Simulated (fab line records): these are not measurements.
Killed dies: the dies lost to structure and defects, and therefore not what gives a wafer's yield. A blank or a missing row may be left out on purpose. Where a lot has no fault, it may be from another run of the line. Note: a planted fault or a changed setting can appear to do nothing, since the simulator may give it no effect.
fab line records	flow sky130
[record] lots = 6	wafers = 17	last_day = 50
route steps=708 shown LDD_N@249 LDD_P@255 PAD_OPEN@708
lots that met no fault: from a run of the same line without faults
start_h: hours from the record's opening day to when the first of the lot's shown wafers began	wait_h: how many hours have passed since the lot's step before this one	" repeats the value in the row above	L1.1+2: a single row standing in for several wafers	- no value, or no start given	* or withheld: withheld	< > ~ a bound
route shown NAME@n: a module of which the file shows steps, and the number in the route of the first	usual: average and standard deviation across the fault-free wafers	same: alike in all rows	chamber/n: place in a boat	sites: readings site by site	_std_site: the values' standard deviation	_edge_site: outer sites' mean less inner sites'	radius_mm: for every site, how far away it sits from the centre of the wafer	mask NAME#n: copy n	behind: the last tool/chamber to shape the wafer	hold: what put the lot on hold/how long, in hours/how the hold closed	device: whichever transistor did not switch (one of n, p or np)	end of line: the same wafers' tests at the end of the route	a step with no rows: only its recipe	killed: not the wafer's yield, but the dies lost to structure and defects at the first sort	map: a wafer's dies, marking killed ones x, the rest . and places with no die _
set.NAME: the setting the step ran with; set.NAME@STEP: the setting that earlier step ran with	model.NAME: the simulator's own value behind a step, which no gauge read
certain route steps with their lots: each step a table, each wafer a row
services: when a tool's chamber went out of use (start_h, in hours from the record's first day, below 0 if earlier), for how many hours, and the reason
[[steps]]
[step SKY_LDD_N_IMPLANT_12]
[recipe] species = BF2	energy_kev = 50	dose_cm2 = 5e+12	tilt_deg = 30	rotation_deg = 0
[step SKY_LDD_N_IMPLANT_13]
[recipe] species = BF2	energy_kev = 50	dose_cm2 = 5e+12	tilt_deg = 30	rotation_deg = 90
[step SKY_LDD_N_IMPLANT_14]
[recipe] species = BF2	energy_kev = 50	dose_cm2 = 5e+12	tilt_deg = 30	rotation_deg = 180
[step SKY_LDD_N_IMPLANT_15]
[recipe] species = BF2	energy_kev = 50	dose_cm2 = 5e+12	tilt_deg = 30	rotation_deg = 270
[step SKY_LDD_N_STRIP_16]
[recipe] chemistry = O2/N2	power_w = 1400	pressure_mtorr = 1500	platen_temp_c = withheld	o2_flow_sccm = 3000	n2_flow_sccm = 300	overash_fraction = 0.5
[usual] drypump_motor_current_A = 5.6/0.62	oes_product_au = 0.407/0.0054	strip_time_to_endpoint_s = 4.319/0.017
lot.wafer	tool	chamber	start_h	wait_h	drypump_motor_current_A	oes_product_au	rf_hours_counter_h	strip_time_to_endpoint_s
L864.1	plasma_asher-03	0	389.41	0.1	4.8	0.411	73	4.313
L864.4	"	0	"	"	4.8	0.407	-	4.313
L864.6	"	1	"	"	5.9	0.406	-	4.302
L870.1	plasma_asher-03	1	467.33	0.1	5.8	0.418	3	4.304
L870.5	"	0	"	"	4.8	0.405	-	4.314
L870.6	"	1	"	"	5.8	0.402	-	4.334
L876.1	plasma_asher-03	1	517.06	0.1	5.9	0.402	8	4.301
L876.2	"	0	"	"	4.8	0.400	8	4.345
L876.3	"	1	"	"	5.8	0.416	-	4.340
L877.2	plasma_asher-04	1	519.42	0.1	6.2	0.406	44	4.312
L877.3	"	1	"	"	6.2	0.406	-	4.329
L883.1	plasma_asher-01	0	575.33	0.1	5.2	0.408	71	4.307
L883.3	"	1	"	"	6.3	0.405	-	4.309
L883.6	"	0	"	"	5.2	0.409	-	4.299
L887.1	plasma_asher-01	1	599.58	0.1	6.3	0.410	74	4.301
L887.3	"	0	"	"	5.1	0.400	-	4.308
L887.4	"	1	"	"	6.3	0.405	-	4.298
[step SKY_LDD_N_TW_MEAS_17]
[usual] LDD_N_TW = 2603/29
lot.wafer	tool	chamber	start_h	wait_h	LDD_N_TW
L864.1	film_metro-03	-	389.51	0.1	2587
L864.4	"	-	"	"	2613
L864.6	"	-	"	"	2596
L870.1	film_metro-01	-	467.43	0.1	2565
L870.5	"	-	"	"	2581
L870.6	"	-	"	"	2585
L876.1	film_metro-03	-	517.16	0.1	2598
L876.2	"	-	"	"	2589
L876.3	"	-	"	"	2602
L877.2	film_metro-03	-	519.53	0.1	2590
L877.3	"	-	"	"	2590
L883.1	film_metro-01	-	575.43	0.1	2563
L883.3	"	-	"	"	2555
L883.6	"	-	"	"	2555
L887.1	film_metro-03	-	599.68	0.1	2604
L887.3	"	-	"	"	2602
L887.4	"	-	"	"	2583
[step SKY_LDD_P_DEHYDRATE_00]
[recipe] temp_c = 200	time_s = 60
[step SKY_LDD_P_HMDS_01]
[recipe] prime_time_s = 60	prime_temp_c = 120
[step SKY_LDD_P_COAT_02]
[recipe] resist = NOVOLAK	spin_rpm = 3000	resist_thk_nm = 1140
[step SKY_LDD_P_SOFTBAKE_03]
[recipe] temp_c = 90	time_s = 60	resist = NOVOLAK
[step SKY_LDD_P_EXPOSE_04]
[recipe] mask_id = PSDM	na = 0.6	source_shape = conventional	sigma_outer = 0.6	polarization = unpolarized	target_cd_nm = 380	dose_mj = 138
[step SKY_LDD_P_PEB_05]
[recipe] temp_c = withheld	time_s = *	resist = NOVOLAK
[step SKY_LDD_P_DEVELOP_06]
[recipe] resist = NOVOLAK	developer = TMAH	develop_time_s = 60	dev_temp_c = 23
[usual] developer_temp_C = 22.97/0.11
lot.wafer	tool	chamber	start_h	wait_h	developer_temp_C
L864.1	litho_track-04	0	418.28	0.1	22.85
L864.4	"	0	"	"	22.98
L864.6	"	0	"	"	22.93
L870.1	litho_track-03	0	498.13	0.1	23.01
L870.5	"	0	"	"	23.18
L870.6	"	0	"	"	22.95
L876.1	litho_track-03	0	547.83	0.1	22.79
L876.2	"	0	"	"	22.69
L876.3	"	0	"	"	22.89
L877.2	litho_track-03	0	549.81	0.1	23.05
L877.3	"	0	"	"	23.15
L883.1	litho_track-04	0	603.63	0.1	22.89
L883.3	"	0	"	"	23.05
L883.6	"	0	"	"	23.15
L887.1	litho_track-02	0	627.51	0.1	22.94
L887.3	"	0	"	"	22.98
L887.4	"	0	"	"	23.05
[step SKY_LDD_P_CD_MEAS_07]
[recipe] target_cd_nm = 380
[usual] cd_nm = 381.1/2.5
lot.wafer	tool	chamber	start_h	wait_h	hold	cd_nm
L864.1	cd_sem-01	-	418.43	0.1	-	379.6
L864.4	"	-	"	"	-	381.4
L864.6	"	-	"	"	-	381.1
L870.1	cd_sem-02	-	498.28	0.1	-	381.7
L870.5	"	-	"	"	-	377.5
L870.6	"	-	"	"	-	382.2
L876.1	cd_sem-01	-	547.98	0.1	await_dispo/0.2h/release	381.1
L876.2	"	-	"	"	await_dispo/0.2h/release	381.4
L876.3	"	-	"	"	await_dispo/0.2h/release	414.0
L876.1	cd_sem-01	-	548.27	0.3	-	380.7
L876.2	"	-	"	"	-	381.1
L876.3	"	-	"	"	-	414.0
L877.2	cd_sem-02	-	549.95	0.1	await_dispo/0.2h/release	383.9
L877.3	"	-	"	"	await_dispo/0.2h/release	414.3
L877.2	cd_sem-02	-	550.24	0.3	-	383.9
L877.3	"	-	"	"	-	414.5
L883.1	cd_sem-02	-	603.78	0.1	-	376.6
L883.3	"	-	"	"	-	378.5
L883.6	"	-	"	"	-	379.8
L887.1	cd_sem-01	-	627.66	0.1	-	383.1
L887.3	"	-	"	"	-	381.1
L887.4	"	-	"	"	-	380.0
[step SKY_LDD_P_OVL_MEAS_08]
[usual] LDD_P_OVL = -0.7/1.4
lot.wafer	tool	chamber	start_h	wait_h	hold	LDD_P_OVL[nm]
L864.1	overlay-02	-	418.55	0.1	-	-0.4
L864.4	"	-	"	"	-	-1.4
L864.6	"	-	"	"	-	-0.9
L870.1	overlay-01	-	498.40	0.1	-	0.5
L870.5	"	-	"	"	-	-0.9
L870.6	"	-	"	"	-	-0.5
L877.2	overlay-01	-	553.41	3.2	await_dispo/3.1h/release	-0.8
L877.3	"	-	"	"	await_dispo/3.1h/release	-0.6
L876.1	overlay-01	-	554.03	5.7	await_dispo/5.6h/release	-2.5
L876.2	"	-	"	"	await_dispo/5.6h/release	-2.3
L876.3	"	-	"	"	await_dispo/5.6h/release	-1.8
L883.1	overlay-01	-	603.90	0.1	-	-2.6
L883.3	"	-	"	"	-	-1.4
L883.6	"	-	"	"	-	-0.8
L887.1	overlay-01	-	627.78	0.1	-	1.2
L887.3	"	-	"	"	-	1.6
L887.4	"	-	"	"	-	0.1
[step SKY_PAD_OPEN_PROBE_99]
[usual] killed_at_M0_to_M3 = 44/7.5	killed_at_M4_up = 2.9/1.8	killed_at_contacts = 24/5.1	killed_at_front_end = 16/4.7	killed_at_other = 0.3/0.46	killed_dies = 87/9.9	killed_on_rim = 17/4.5	killed_open = 47/8	killed_short = 39/6.3
[same] gross_dies = 492	killed_at_back_side = 0
lot.wafer	tool	chamber	start_h	wait_h	killed_at_M0_to_M3	killed_at_M4_up	killed_at_contacts	killed_at_front_end	killed_at_other	killed_dies	killed_on_rim	killed_open	killed_short
L864.1	prober-01	-	1068.25	0.1	36	3	29	21	0	89	16	46	43
L864.4	prober-01	-	1068.40	0.2	40	3	19	16	0	78	17	48	30
L864.6	prober-01	-	1068.50	0.2	51	1	24	22	0	98	17	56	42
L870.1	prober-02	-	1117.30	0.1	41	5	14	10	0	70	14	31	39
L870.5	prober-02	-	1117.50	0.2	43	4	32	10	1	90	24	41	49
L870.6	prober-02	-	1117.55	0.2	30	5	14	17	1	67	19	28	39
L877.2	prober-02	-	1151.27	0.1	49	3	23	18	0	93	27	48	45
L877.3	prober-02	-	1151.32	0.2	43	3	13	18	0	77	17	43	33
L876.1	prober-01	-	1153.32	0.1	53	3	19	22	0	97	19	51	46
L876.2	prober-01	-	1153.37	0.1	41	3	28	18	0	90	17	51	39
L876.3	prober-01	-	1153.42	0.2	31	3	19	17	0	70	7	35	28
L883.1	prober-02	-	1184.60	0.1	40	2	24	11	0	77	15	38	37
L883.3	prober-02	-	1184.70	0.2	35	3	22	16	0	76	6	39	35
L883.6	prober-02	-	1184.85	0.2	40	4	26	8	0	78	16	48	30
L887.1	prober-02	-	1198.20	0.1	56	1	22	24	0	103	25	61	42
L887.3	prober-02	-	1198.30	0.2	34	2	28	25	0	89	18	49	39
L887.4	prober-02	-	1198.35	0.2	42	6	27	18	1	94	18	43	50
// killed by level:class
L864.1 CONTACT:geometric_particle:open=13 VIA1:geometric_particle:open=8 CONTACT:geometric_particle:short=7 FIELD_ISO:geometric_particle:open=5 METAL1:geometric_particle:short=5 FIELD_ISO:geometric_particle:short=4 POLY_GATE:geometric_particle:open=4 METAL2:geometric_particle:short=4
L864.4 CONTACT:geometric_particle:open=9 VIA1:geometric_particle:open=9 VIA2:geometric_particle:open=6 VIA1:geometric_particle:short=6 VIA3:geometric_particle:open=6 FIELD_ISO:geometric_particle:open=5 FIELD_ISO:geometric_particle:short=4 POLY_GATE:geometric_particle:open=4
L864.6 VIA1:geometric_particle:open=13 VIA3:geometric_particle:short=9 LI_CONTACT:geometric_particle:open=7 CONTACT:geometric_particle:open=7 VIA1:geometric_particle:short=6 FIELD_ISO:geometric_particle:open=5 SPACER:geometric_particle:open=5 VIA2:geometric_particle:open=5
L870.1 VIA1:geometric_particle:open=7 METAL1:geometric_particle:short=7 CONTACT:geometric_particle:open=6 METAL2:geometric_particle:short=6 FIELD_ISO:geometric_particle:short=5 VIA2:geometric_particle:short=5 LI_CONTACT:geometric_particle:open=4 VIA3:geometric_particle:open=4
L870.5 CONTACT:geometric_particle:open=11 METAL1:geometric_particle:short=9 CONTACT:geometric_particle:short=8 METAL2:geometric_particle:short=8 LI_CONTACT:geometric_particle:open=7 VIA1:geometric_particle:open=6 VIA3:geometric_particle:open=6 VIA2:geometric_particle:open=5
L870.6 METAL2:geometric_particle:short=8 FIELD_ISO:geometric_particle:open=7 LOCAL_INTERCONNECT:geometric_particle:short=5 CONTACT:geometric_particle:open=5 FIELD_ISO:geometric_particle:short=4 METAL1:geometric_particle:short=4 POLY_GATE:geometric_particle:short=3 LI_CONTACT:geometric_particle:open=3
L877.2 VIA3:geometric_particle:open=13 LI_CONTACT:geometric_particle:open=7 VIA1:geometric_particle:open=7 POLY_GATE:geometric_particle:open=5 LOCAL_INTERCONNECT:geometric_particle:short=5 CONTACT:geometric_particle:short=5 CONTACT:geometric_particle:open=5 VIA3:geometric_particle:short=5
L877.3 VIA1:geometric_particle:open=9 VIA2:geometric_particle:open=7 VIA1:geometric_particle:short=6 VIA3:geometric_particle:open=6 FIELD_ISO:geometric_particle:open=5 POLY_GATE:geometric_particle:short=5 CONTACT:geometric_particle:open=5 METAL2:geometric_particle:short=5
L876.1 VIA1:geometric_particle:open=12 FIELD_ISO:geometric_particle:short=10 CONTACT:geometric_particle:open=8 VIA3:geometric_particle:open=7 VIA3:geometric_particle:short=7 VIA2:geometric_particle:open=6 METAL2:geometric_particle:short=5 FIELD_ISO:geometric_particle:open=4
L876.2 VIA1:geometric_particle:open=12 CONTACT:geometric_particle:open=8 POLY_GATE:geometric_particle:short=7 METAL1:geometric_particle:short=7 LI_CONTACT:geometric_particle:open=6 VIA2:geometric_particle:open=6 POLY_GATE:geometric_particle:open=5 CONTACT:geometric_particle:short=5
L876.3 VIA2:geometric_particle:open=10 CONTACT:geometric_particle:short=6 VIA3:geometric_particle:open=6 CONTACT:geometric_particle:open=5 LI_CONTACT:geometric_particle:open=4 LOCAL_INTERCONNECT:geometric_particle:short=4 VIA1:geometric_particle:open=4 POLY_GATE:geometric_particle:short=3
L883.1 CONTACT:geometric_particle:open=9 VIA1:geometric_particle:open=8 LOCAL_INTERCONNECT:geometric_particle:short=6 LI_CONTACT:geometric_particle:open=5 METAL2:geometric_particle:short=5 METAL3:geometric_particle:short=5 VIA1:geometric_particle:short=4 FIELD_ISO:geometric_particle:open=3
L883.3 VIA3:geometric_particle:open=9 CONTACT:geometric_particle:open=7 VIA1:geometric_particle:open=7 LOCAL_INTERCONNECT:geometric_particle:short=6 LI_CONTACT:geometric_particle:open=5 VIA1:geometric_particle:short=4 FIELD_ISO:geometric_particle:short=3 FIELD_ISO:geometric_particle:open=3
L883.6 CONTACT:geometric_particle:open=10 VIA1:geometric_particle:open=10 VIA2:geometric_particle:open=10 LI_CONTACT:geometric_particle:open=6 METAL2:geometric_particle:short=5 LI_CONTACT:geometric_particle:short=3 LOCAL_INTERCONNECT:geometric_particle:short=3 METAL1:geometric_particle:short=3
L887.1 CONTACT:geometric_particle:open=14 VIA1:geometric_particle:open=11 VIA2:geometric_particle:open=10 VIA3:geometric_particle:open=9 POLY_GATE:geometric_particle:short=7 FIELD_ISO:geometric_particle:short=6 VIA2:geometric_particle:short=6 POLY_GATE:geometric_particle:open=5
L887.3 CONTACT:geometric_particle:open=10 FIELD_ISO:geometric_particle:open=8 VIA1:geometric_particle:open=7 VIA3:geometric_particle:open=7 FIELD_ISO:geometric_particle:short=6 METAL1:geometric_particle:short=6 LI_CONTACT:geometric_particle:open=5 VIA2:geometric_particle:open=5
L887.4 VIA1:geometric_particle:open=9 FIELD_ISO:geometric_particle:short=7 LI_CONTACT:geometric_particle:open=7 CONTACT:geometric_particle:short=7 VIA3:geometric_particle:open=6 METAL4:geometric_particle:short=6 CONTACT:geometric_particle:open=5 VIA1:geometric_particle:short=5
[[services]]
tool	chamber	start_h	hours	kind
plasma_asher-01	-	366.47	4.3	pm
plasma_asher-01	-	374.77	24.6	pm
plasma_asher-01	-	399.42	15.6	pm
plasma_asher-03	-	402.37	28.1	pm
plasma_asher-03	-	430.47	9.0	pm
plasma_asher-03	0	430.47	9.0	vent_cycle
plasma_asher-03	1	430.47	9.0	vent_cycle
plasma_asher-03	0	439.47	-	clean
plasma_asher-03	1	439.47	-	clean
plasma_asher-03	-	475.91	0.8	repair
[[key]]
[first_sign] step = SKY_LDD_P_CD_MEAS_07	reading = visit	direction = added
[effect] step = SKY_LDD_P_CD_MEAS_07	reading = cd_nm	direction = up	sigmas = 13	usual = 381.1	struck = 414.2
met_at SKY_LDD_P_DEVELOP_06
struck_wafers L876.3,L877.3
tester_left_out L876,L877
onset_between 498.13 547.83
[fault] kind = process_parameter_drift	tool = litho_track-03	chamber = -	onset_h = 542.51	steps = SKY_LDD_P_DEVELOP_06	channel = develop_time_s	offset = *	shape = step	end_h = 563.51	scope = struck_wafers_only	acts_in = *	stated = *
// tester_left_out: of these lots the tester's yield and bins aren't shown, on N5 and GAA mostly nor the transistor test; their killed dies are dies lost to structure and defects alone, not to doping, threshold or leakage, so they don't give the yield
